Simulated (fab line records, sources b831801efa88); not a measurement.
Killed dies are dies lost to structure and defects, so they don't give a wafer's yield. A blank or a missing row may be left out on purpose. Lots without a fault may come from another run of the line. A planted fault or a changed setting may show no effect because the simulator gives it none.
fab line records | flow gf180mcu | part 2 of 2: steps 31 to 39 of 39
record lots=5 wafers=15 last_day=34
route steps=602 shown M3@417 V3@429
lots that met no fault: from a run of the same line without faults
start_h: hours from the record's first day to the start of the lot's first wafer shown | wait_h: hours since the lot's step before | " the same as in the row above | L1.1+2: a row that stands for several wafers | - no value, or no start given | * or withheld: withheld | < > ~ a bound
route shown NAME@n: a module of which the file shows steps, and the number in the route of the first | usual: mean/standard deviation of fault-free wafers | same: alike in all rows | chamber/n: place in a boat | sites: the reading at each site | _std_site: their standard deviation | _edge_site: outer sites' mean less inner sites' | radius_mm: how far each site lies from the wafer's centre | mask NAME#n: copy n | behind: the tool/chamber that last shaped the wafer | hold: why the lot was held/for how many hours/how that ended | device: the transistor (n, p or np) that didn't switch | end of line: the same wafers' tests at the end of the route | a step without rows: its recipe alone | killed: dies lost to structure and defects at the first sort, not the wafer's yield | map: a wafer's dies, x killed, . not, _ none there
set.NAME: the setting as run; set.NAME@STEP: as run at that earlier step | model.NAME: the simulator's own value behind a step, which no gauge read
lots at some steps of the route; a table a step, a row a wafer
services: from which hour (start_h, from the record's first day; less than 0 if before it) a tool's chamber was out of use, for how many hours, and why
## steps
# step GF_V3_STRIP_18
# recipe chemistry=O2/N2 power_w=1400 pressure_mtorr=1500 platen_temp_c=250 o2_flow_sccm=3000 n2_flow_sccm=300 overash_fraction=0.5
# usual drypump_motor_current_A=5.7/0.38 heater_power_w=373/40 n2_flow_sccm=300.1/0.97 oes_product_au=0.592/0.0052
# columns lot.wafer tool chamber start_h wait_h drypump_motor_current_A heater_power_w n2_flow_sccm oes_product_au rf_hours_counter_h
L083.1 plasma_asher-04 0 595.58 - 5.6 398 301.2 0.593 80
L083.2 " 1 " " 5.6 415 300.0 0.598 80
L083.6 " 1 " " 5.6 419 299.1 0.599 -
L084.1 plasma_asher-01 0 600.83 - 5.3 308 301.0 0.592 94
L084.2 " 1 " " 5.7 384 299.5 0.588 94
L084.5 " 1 " " 5.7 392 299.6 0.592 -
L085.2 plasma_asher-04 0 604.43 - 5.7 394 300.4 0.591 81
L085.3 " 0 " " 5.7 392 299.9 0.587 -
L085.4 " 1 " " 5.6 409 300.4 0.594 -
L089.1 plasma_asher-02 1 636.38 - 5.7 331 301.0 0.595 54
L089.2 " 0 " " 6.8 340 298.4 0.588 54
L089.6 " 0 " " 6.9 340 299.3 0.592 -
L096.2 plasma_asher-04 1 679.66 - 5.6 417 299.8 0.587 89
L096.4 " 1 " " 5.6 414 299.7 0.594 -
L096.5 " 1 " " 5.6 420 300.2 0.593 -
# step GF_V3_STRIP_19
# recipe chemistry=post_etch_residue_remover time_s=1200 temp_c=72.5
# usual bath_heat_duty_pct=15.9/2.4
# same time_s=1200
# columns lot.wafer tool chamber start_h wait_h bath_heat_duty_pct
L083.1 wet_bench-01 2 595.68 0.1 13.6
L083.2 " 2 " " 13.5
L083.6 " 2 " " 14.7
L084.1 wet_bench-01 1 600.93 0.1 16.6
L084.2 " 1 " " 16.1
L084.5 " 1 " " 14.7
L085.2 wet_bench-01 3 604.53 0.1 17.2
L085.3 " 3 " " 17.8
L085.4 " 3 " " 16.6
L089.1 wet_bench-03 0 636.50 0.1 12.2
L089.2 " 0 " " 11.2
L089.6 " 0 " " 11.8
L096.2 wet_bench-01 3 679.76 0.1 16.7
L096.4 " 3 " " 18.5
L096.5 " 3 " " 16.7
# step GF_V3_CLEAN_20
# recipe chemistry=DIW dry=n2_spin
# columns lot.wafer tool chamber start_h wait_h
L083.1+2+6 wet_bench-03 2 596.03 0.0
L084.1+2+5 wet_bench-04 1 601.27 0.0
L085.2+3+4 wet_bench-04 2 604.87 0.0
L089.1+2+6 wet_bench-01 2 636.88 0.0
L096.2+4+5 wet_bench-04 0 680.10 0.0
# step GF_V3_SPUTTER_21
# recipe material=Ti target_thk_nm=15 chamber_pressure_pa=5 power_w=2500 substrate_temp_c=200 time_s=80.02
# usual chamber_pressure_pa=5.000/0.011 throttle_valve_pct=30.1/0.85
# same time_s=80.02
# columns lot.wafer tool chamber start_h wait_h chamber_pressure_pa throttle_valve_pct
L083.1 pvd_sputter-02 - 596.13 0.0 5.016 30.4
L083.2 " - " " 4.991 30.9
L083.6 " - " " 4.988 30.6
L084.1 pvd_sputter-02 - 601.37 0.0 4.994 30.4
L084.2 " - " " 4.991 30.5
L084.5 " - " " 4.996 30.7
L085.2 pvd_sputter-02 - 604.96 0.0 5.016 30.6
L085.3 " - " " 4.994 30.8
L085.4 " - " " 4.992 30.2
L089.1 pvd_sputter-02 - 636.97 0.0 4.977 30.8
L089.2 " - " " 5.000 30.5
L089.6 " - " " 5.015 31.1
L096.2 pvd_sputter-04 - 680.20 0.0 5.007 30.8
L096.4 " - " " 4.989 28.7
L096.5 " - " " 5.001 29.6
# step GF_V3_SPUTTER_22
# recipe material=TiN target_thk_nm=10 chamber_pressure_pa=5 power_w=4000 time_s=40
# usual chamber_pressure_pa=5.001/0.01 throttle_valve_pct=30.1/0.86
# same time_s=40
# columns lot.wafer tool chamber start_h wait_h chamber_pressure_pa throttle_valve_pct
L083.1 pvd_sputter-02 - 596.19 0.0 4.984 30.3
L083.2 " - " " 4.987 31.0
L083.6 " - " " 4.989 30.2
L084.1 pvd_sputter-02 - 601.43 0.0 5.017 30.6
L084.2 " - " " 5.007 30.7
L084.5 " - " " 5.012 30.8
L085.2 pvd_sputter-02 - 605.03 0.0 5.001 30.9
L085.3 " - " " 5.011 30.8
L085.4 " - " " 4.990 30.3
L089.1 pvd_sputter-02 - 637.03 0.0 4.998 30.9
L089.2 " - " " 4.994 30.4
L089.6 " - " " 4.988 31.1
L096.2 pvd_sputter-04 - 680.26 0.0 4.990 31.1
L096.4 " - " " 5.011 28.9
L096.5 " - " " 5.015 29.9
# step GF_V3_CVD_23
# recipe material=W target_thk_nm=350 time_s=104.9 temp_c=400 pressure_torr=40
# usual heater_power_w=960/120
# same time_s=104.9
# columns lot.wafer tool chamber start_h wait_h heater_power_w
L083.1 cvd_w-02 0 596.23 0.0 996
L083.2 " 1 " " 747
L083.6 " 1 " " 723
L084.1 cvd_w-01 0 601.47 0.0 1027
L084.2 " 1 " " 1048
L084.5 " 0 " " 1014
L085.2 cvd_w-02 0 605.06 0.0 999
L085.3 " 1 " " 738
L085.4 " 0 " " 988
L089.1 cvd_w-01 0 637.07 0.0 1030
L089.2 " 1 " " 1018
L089.6 " 0 " " 1033
L096.2 cvd_w-02 0 680.30 0.0 1009
L096.4 " 1 " " 742
L096.5 " 1 " " 731
# step GF_V3_RS_MEAS_24
# recipe thk_meas_gauge=four-point-probe reads=W_of_V3_CVD_23+TiN_of_V3_SPUTTER_22+Ti_of_V3_SPUTTER_21
# usual V3_W_RS=0.327/0.004
# columns lot.wafer tool chamber start_h wait_h V3_W_RS[ohm/sq]
L083.1 film_metro-02 - 596.34 0.1 0.322
L083.2 " - " " 0.333
L083.6 " - " " 0.333
L084.1 film_metro-04 - 601.58 0.1 0.321
L084.2 " - " " 0.323
L084.5 " - " " 0.320
L085.2 film_metro-02 - 605.20 0.1 0.321
L085.3 " - " " 0.326
L085.4 " - " " 0.318
L089.1 film_metro-04 - 637.18 0.1 0.324
L089.2 " - " " 0.326
L089.6 " - " " 0.321
L096.2 film_metro-04 - 680.43 0.1 0.325
L096.4 " - " " 0.330
L096.5 " - " " 0.327
# step GF_V3_THK_MEAS_25
# recipe thk_meas_gauge=xrf reads=W_of_V3_CVD_23
# usual V3_W_THK=353/4.8
# columns lot.wafer tool chamber start_h wait_h V3_W_THK[nm]
L083.1 film_metro-02 - 596.46 0.1 358
L083.2 " - " " 349
L083.6 " - " " 345
L084.1 film_metro-04 - 601.70 0.1 358
L084.2 " - " " 355
L084.5 " - " " 360
L085.2 film_metro-02 - 605.31 0.1 360
L085.3 " - " " 355
L085.4 " - " " 365
L089.1 film_metro-04 - 637.30 0.1 358
L089.2 " - " " 356
L089.6 " - " " 364
L096.2 film_metro-04 - 680.54 0.1 357
L096.4 " - " " 351
L096.5 " - " " 355
# step GF_V3_CMP_26
# recipe stop_on=SiO2 down_force_psi=3.5 platen_rpm=60 t_overpolish_s=15 target_thk_nm=0 pad_velocity_m_s=0.94248
# usual motor_current_A=11.0/0.81 overpolish_run_s=14.999/0.0091 time_to_endpoint_s=87/5
# columns lot.wafer tool chamber start_h wait_h motor_current_A overpolish_run_s time_to_endpoint_s
L083.2 cmp-02 2 596.57 0.1 10.4 14.997 87
L083.1 " 3 " " 11.6 15.008 87
L083.6 " 1 " " 12.1 14.977 85
L084.1 cmp-02 1 601.81 0.1 11.5 15.003 89
L084.2 " 2 " " 10.0 14.989 91
L084.5 " 1 " " 11.4 15.003 90
L085.2 cmp-01 2 605.36 0.0 11.3 14.994 91
L085.4 " 0 " " 9.6 14.994 91
L085.3 " 1 " " 11.2 15.009 92
L089.2 cmp-02 1 637.36 0.0 11.8 14.996 86
L089.1 " 2 " " 10.1 14.991 91
L089.6 " 2 " " 10.1 15.003 93
L096.4 cmp-02 2 680.64 0.1 10.3 15.006 91
L096.2 " 3 " " 11.5 15.007 89
L096.5 " 1 " " 11.7 14.998 88
## services
# columns tool chamber start_h hours kind
hdpcvd-01 - 539.25 15.0 pm
krf_scanner-02 - 552.66 0.6 repair
krf_scanner-02 - 554.79 1.3 pm
krf_scanner-02 - 567.29 0.8 pm
cmp-02 - 568.52 2.3 repair
krf_scanner-02 - 571.11 1.0 pm
cmp-02 - 572.09 4.0 pm
cvd_w-02 - 578.19 14.6 pm
krf_scanner-01 - 584.16 0.8 pm
rie_diel-03 2 590.55 1.2 repair
rie_diel-03 2 595.94 7.6 repair
krf_scanner-01 - 598.32 1.0 pm
krf_scanner-02 - 602.70 4.0 pm
rie_diel-03 2 606.25 2.4 repair
plasma_asher-04 - 612.18 0.4 repair
rie_diel-03 - 613.47 14.6 pm
wet_bench-01 - 625.95 1.9 pm
rie_diel-04 0 640.25 2.0 repair
rie_diel-04 1 646.38 27.7 repair
rie_diel-04 - 650.64 2.8 pm
rie_diel-04 0 656.12 3.9 repair
krf_scanner-01 - 660.32 1.3 pm
rie_diel-03 - 666.08 0.4 repair
rie_diel-03 2 679.45 15.1 repair
